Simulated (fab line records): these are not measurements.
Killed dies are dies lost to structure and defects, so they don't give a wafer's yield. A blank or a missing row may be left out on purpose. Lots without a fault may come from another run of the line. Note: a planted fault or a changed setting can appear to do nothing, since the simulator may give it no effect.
fab line records	flow gf180mcu
record lots=14	wafers=42	last-day=34
route steps=602 shown VT_IMPLANT@133 POLY_GATE@168 HV_LDD@221
lots that met no fault: from a run of the same line without faults
start-h: hours from the record's opening day to when the first of the lot's shown wafers began	wait-h: hours since the lot's step before	" identical to the entry in the row above	L1.1+2: one row covering several wafers at once	- either no value or no given start	* or withheld: withheld	< > ~ a bound
route shown NAME@n: a module of which the file shows steps, and the number in the route of the first	usual: the fault-free wafers' mean and standard deviation	same: alike in all rows	chamber/n: place in a boat	sites: the reading at each site	_std_site: the standard deviation of these	_edge_site: the outer-site mean with the inner-site mean subtracted	radius-mm: how far each site lies from the wafer's centre	mask NAME#n: copy n	behind: the last tool/chamber to shape the wafer	hold: reason for holding the lot/hours on hold/outcome of the hold	device: names the non-switching transistor (n, p or np)	end of line: tests of these same wafers at the route's end	a step without rows: its recipe alone	killed: dies lost to structure and defects at the first sort, not the wafer's yield	map: per-die view of a wafer (x killed, . not killed, _ where there is no die)
set.NAME: the setting the step ran with; set.NAME@STEP: the setting that earlier step ran with	model.NAME: the simulator's own value behind a step, which no gauge read
the route's steps for a sample of lots (tables are steps, rows are wafers)
services: from which hour (start-h, from the record's first day; less than 0 if before it) a tool's chamber was out of use, for how many hours, and why
## steps
# step GF_VT_IMPLANT_TW_MEAS_43
# usual VT_IMPLANT_4_TW=686/6.3
lot.wafer	tool	chamber	start-h	wait-h	VT_IMPLANT_4_TW
L883.2	film-metro-03	-	157.68	0.1	676
L883.4	"	-	"	"	682
L883.6	"	-	"	"	681
L884.2	film-metro-04	-	163.88	0.1	693
L884.3	"	-	"	"	696
L884.6	"	-	"	"	698
L885.1	film-metro-04	-	169.47	0.1	697
L885.4	"	-	"	"	696
L885.5	"	-	"	"	698
L888.1	film-metro-04	-	190.91	0.1	696
L888.3	"	-	"	"	695
L888.6	"	-	"	"	697
L891.1	film-metro-03	-	209.71	0.1	681
L891.4	"	-	"	"	684
L891.6	"	-	"	"	681
L892.3	film-metro-03	-	219.34	0.1	678
L892.4	"	-	"	"	682
L892.5	"	-	"	"	677
L893.1	film-metro-04	-	224.01	0.1	697
L893.2	"	-	"	"	699
L893.5	"	-	"	"	700
L894.2	film-metro-03	-	232.08	0.1	683
L894.4	"	-	"	"	683
L894.6	"	-	"	"	678
L896.3	film-metro-01	-	243.53	0.1	684
L896.4	"	-	"	"	688
L896.6	"	-	"	"	687
L899.3	film-metro-01	-	263.88	0.1	687
L899.4	"	-	"	"	684
L899.6	"	-	"	"	680
L900.2	film-metro-01	-	270.37	0.1	689
L900.4	"	-	"	"	690
L900.6	"	-	"	"	688
L902.1	film-metro-01	-	285.76	0.1	687
L902.3	"	-	"	"	686
L902.4	"	-	"	"	685
L903.1	film-metro-03	-	293.31	0.1	684
L903.3	"	-	"	"	686
L903.6	"	-	"	"	684
L906.1	film-metro-01	-	318.02	0.1	686
L906.2	"	-	"	"	682
L906.4	"	-	"	"	685
# step GF_POLY_GATE_OVL_MEAS_11
# usual POLY_GATE_OVL=-3/5.1
lot.wafer	tool	chamber	start-h	wait-h	POLY_GATE_OVL[nm]
L883.2	overlay-02	-	196.11	0.1	-13
L883.4	"	-	"	"	-10
L883.6	"	-	"	"	-8
L884.2	overlay-01	-	203.86	0.1	-7
L884.3	"	-	"	"	-4
L884.6	"	-	"	"	-14
L885.1	overlay-02	-	212.05	0.1	0
L885.4	"	-	"	"	5
L885.5	"	-	"	"	4
L888.1	overlay-01	-	234.71	0.1	2
L888.3	"	-	"	"	1
L888.6	"	-	"	"	-5
L891.1	overlay-01	-	251.35	0.1	-2
L891.4	"	-	"	"	-1
L891.6	"	-	"	"	3
L892.3	overlay-02	-	261.32	0.1	-12
L892.4	"	-	"	"	-6
L892.5	"	-	"	"	-6
L893.1	overlay-02	-	270.11	0.1	2
L893.2	"	-	"	"	3
L893.5	"	-	"	"	2
L894.2	overlay-01	-	279.31	0.1	1
L894.4	"	-	"	"	-1
L894.6	"	-	"	"	-4
L896.3	overlay-02	-	289.82	0.1	-4
L896.4	"	-	"	"	-9
L896.6	"	-	"	"	-2
L899.3	overlay-01	-	309.16	0.1	3
L899.4	"	-	"	"	0
L899.6	"	-	"	"	-3
L900.2	overlay-01	-	316.61	0.1	-3
L900.4	"	-	"	"	-6
L900.6	"	-	"	"	-2
L902.1	overlay-02	-	332.75	0.1	0
L902.3	"	-	"	"	0
L902.4	"	-	"	"	-6
L903.1	overlay-02	-	342.00	0.1	5
L903.3	"	-	"	"	11
L903.6	"	-	"	"	-3
L906.1	overlay-01	-	366.80	0.1	-1
L906.2	"	-	"	"	-5
L906.4	"	-	"	"	-4
# step GF_HV_LDD_DEVELOP_45
# recipe develop-time-s=60	dev-temp-c=23
# usual chill-plate-temp-C=23.01/0.11	develop-time-s=60/0
lot.wafer	tool	chamber	start-h	wait-h	chill-plate-temp-C	develop-time-s
L883.2	litho-track-03	0	272.36	0.1	22.93	60
L883.4	"	0	"	"	22.86	60
L883.6	"	0	"	"	22.99	60
L884.2	litho-track-01	0	279.95	0.1	23.16	60
L884.3	"	0	"	"	23.32	60
L884.6	"	0	"	"	23.23	60
L885.1	litho-track-03	0	288.98	0.1	22.94	60
L885.4	"	0	"	"	23.01	60
L885.5	"	0	"	"	23.04	60
L888.1	litho-track-03	0	314.23	0.1	23.10	60
L888.3	"	0	"	"	22.93	60
L888.6	"	0	"	"	23.02	60
L891.1	litho-track-01	0	333.08	0.1	22.88	60
L891.4	"	0	"	"	22.94	60
L891.6	"	0	"	"	23.05	60
L892.3	litho-track-01	0	346.13	0.1	23.30	60
L892.4	"	0	"	"	23.03	60
L892.5	"	0	"	"	23.24	60
L893.1	litho-track-04	0	353.92	0.1	23.05	60
L893.2	"	0	"	"	22.92	60
L893.5	"	0	"	"	23.01	60
L894.2	litho-track-04	0	365.19	0.1	23.21	60
L894.4	"	0	"	"	22.94	60
L894.6	"	0	"	"	22.97	60
L896.3	litho-track-03	0	376.28	0.1	22.99	60
L896.4	"	0	"	"	22.94	60
L896.6	"	0	"	"	23.07	60
L899.3	litho-track-03	0	399.13	0.1	22.91	60
L899.4	"	0	"	"	22.93	60
L899.6	"	0	"	"	22.97	60
L900.2	litho-track-01	0	407.90	0.1	23.10	60
L900.4	"	0	"	"	23.03	60
L900.6	"	0	"	"	23.15	60
L902.1	litho-track-01	-	425.77	0.1	-	-
L902.3	"	-	"	"	-	-
L902.4	"	-	"	"	-	-
L903.1	litho-track-04	-	435.77	0.1	-	-
L903.3	"	-	"	"	-	-
L903.6	"	-	"	"	-	-
L906.1	litho-track-04	0	464.37	0.1	22.93	60
L906.2	"	0	"	"	23.10	60
L906.4	"	0	"	"	22.99	60
# step GF_HV_LDD_STRIP_49
# recipe chemistry=O2/N2	power-w=1400	pressure-mtorr=1500	platen-temp-c=250	o2-flow-sccm=3000	n2-flow-sccm=300	overash-fraction=0.5
# usual drypump-motor-current-A=5.5/0.45	heater-power-w=335/24	n2-flow-sccm=300.1/0.88	oes-product-au=0.716/0.0046	strip-time-to-endpoint-s=12.64/0.031
lot.wafer	tool	chamber	start-h	wait-h	drypump-motor-current-A	heater-power-w	n2-flow-sccm	oes-product-au	rf-hours-counter-h	strip-time-to-endpoint-s
L883.2	plasma-asher-03	0	272.79	0.1	6.6	303	299.7	0.719	64	12.69
L883.4	"	0	"	"	6.6	306	299.5	0.713	-	12.64
L883.6	"	0	"	"	6.6	301	300.1	0.720	-	12.66
L884.2	plasma-asher-03	1	280.38	0.1	5.4	354	299.6	0.719	65	12.67
L884.3	"	1	"	"	5.4	365	301.0	0.712	-	12.67
L884.6	"	0	"	"	6.6	307	299.8	0.714	-	12.67
L885.1	plasma-asher-04	1	289.44	0.1	5.3	360	300.0	0.712	67	12.65
L885.4	"	1	"	"	5.4	374	300.5	0.706	-	12.64
L885.5	"	1	"	"	5.3	365	300.4	0.720	-	12.64
L888.1	plasma-asher-02	1	314.69	0.1	5.2	309	299.8	0.717	50	12.69
L888.3	"	1	"	"	5.2	308	301.3	0.717	-	12.64
L888.6	"	0	"	"	5.3	328	299.9	0.718	-	12.66
L891.1	plasma-asher-04	0	333.69	0.2	5.3	343	299.9	0.705	72	12.64
L891.4	"	1	"	"	5.3	367	301.7	0.720	-	12.64
L891.6	"	0	"	"	5.3	353	301.1	0.712	-	12.66
L892.3	plasma-asher-03	1	346.57	0.1	5.4	355	300.7	0.721	-	12.70
L892.4	"	0	"	"	6.6	296	299.5	0.713	-	12.67
L892.5	"	1	"	"	5.3	356	301.0	0.713	-	12.65
L893.1	plasma-asher-03	0	354.38	0.1	6.6	311	298.7	0.715	73	12.62
L893.2	"	1	"	"	5.4	362	299.2	0.722	73	12.63
L893.5	"	0	"	"	6.5	307	299.6	0.724	-	12.65
L894.2	plasma-asher-03	0	365.63	0.1	6.5	307	301.2	0.719	74	12.65
L894.4	"	1	"	"	5.4	358	299.7	0.721	-	12.61
L894.6	"	0	"	"	6.6	302	300.2	0.719	-	12.63
L896.3	plasma-asher-04	1	376.72	0.1	5.3	359	300.5	0.710	-	12.62
L896.4	"	0	"	"	5.3	347	299.6	0.712	-	12.62
L896.6	"	1	"	"	5.3	379	299.0	0.722	-	12.60
L899.3	plasma-asher-04	1	399.57	0.1	5.3	361	300.6	0.720	-	12.70
L899.4	"	0	"	"	5.3	359	299.3	0.719	-	12.67
L899.6	"	0	"	"	5.4	344	299.3	0.719	-	12.69
L900.2	plasma-asher-02	0	408.33	0.1	5.2	336	300.9	0.717	59	12.67
L900.4	"	1	"	"	5.2	304	299.6	0.711	-	12.67
L900.6	"	1	"	"	5.2	311	300.9	0.717	-	12.63
L902.1	plasma-asher-02	1	426.23	0.1	5.2	306	298.4	0.713	61	12.63
L902.3	"	0	"	"	5.2	335	299.6	0.706	-	12.62
L902.4	"	1	"	"	5.2	316	300.4	0.716	-	12.59
L903.1	plasma-asher-03	1	436.22	0.1	5.3	358	300.2	0.720	82	12.67
L903.3	"	0	"	"	6.5	304	300.1	0.719	-	12.67
L903.6	"	1	"	"	5.3	366	300.2	0.721	-	12.68
L906.1	plasma-asher-02	0	464.82	0.1	5.3	341	299.5	0.720	65	12.65
L906.2	"	1	"	"	5.2	314	298.7	0.705	65	12.66
L906.4	"	1	"	"	5.2	308	300.1	0.714	-	12.65
## services
tool	chamber	start-h	hours	kind
plasma-asher-02	-	332.62	8.7	repair
plasma-asher-04	-	421.25	9.0	pm
plasma-asher-04	0	421.25	9.0	vent-cycle
plasma-asher-04	1	421.25	9.0	vent-cycle
plasma-asher-04	0	430.25	-	clean
plasma-asher-04	1	430.25	-	clean
## key
first-sign step=GF_HV_LDD_DEVELOP_45	reading=tool-record	direction=missing
effect none on later readings
met-at GF_HV_LDD_DEVELOP_45
struck-lots L902,L903
later-rows-left-out L902.1,L902.3,L902.4,L903.1,L903.3,L903.6
sort-left-out L902.1,L902.3,L902.4,L903.1,L903.3,L903.6
tester-left-out L902,L903
not-acting-at GF_VT_IMPLANT_TW_MEAS_43,GF_POLY_GATE_OVL_MEAS_11,GF_HV_LDD_STRIP_49
onset-between 407.90 425.77
fault kind=skipped-step-whole	tool=litho-track-01,litho-track-04	chamber=-	onset-h=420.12	steps=GF_HV_LDD_DEVELOP_45	scope=struck-lots-only
# tester-left-out: of these lots the tester's yield and bins aren't shown, on N5 and GAA mostly nor the transistor test; their killed dies are dies lost to structure and defects alone, not to doping, threshold or leakage, so they don't give the yield
# sort-left-out: the simulated sort isn't trusted on such a fault, so these wafers' sort isn't shown, and their yield isn't known
# later-rows-left-out: the simulator's readings of these wafers behind a module that went badly wrong aren't trusted and aren't shown, but for the sort
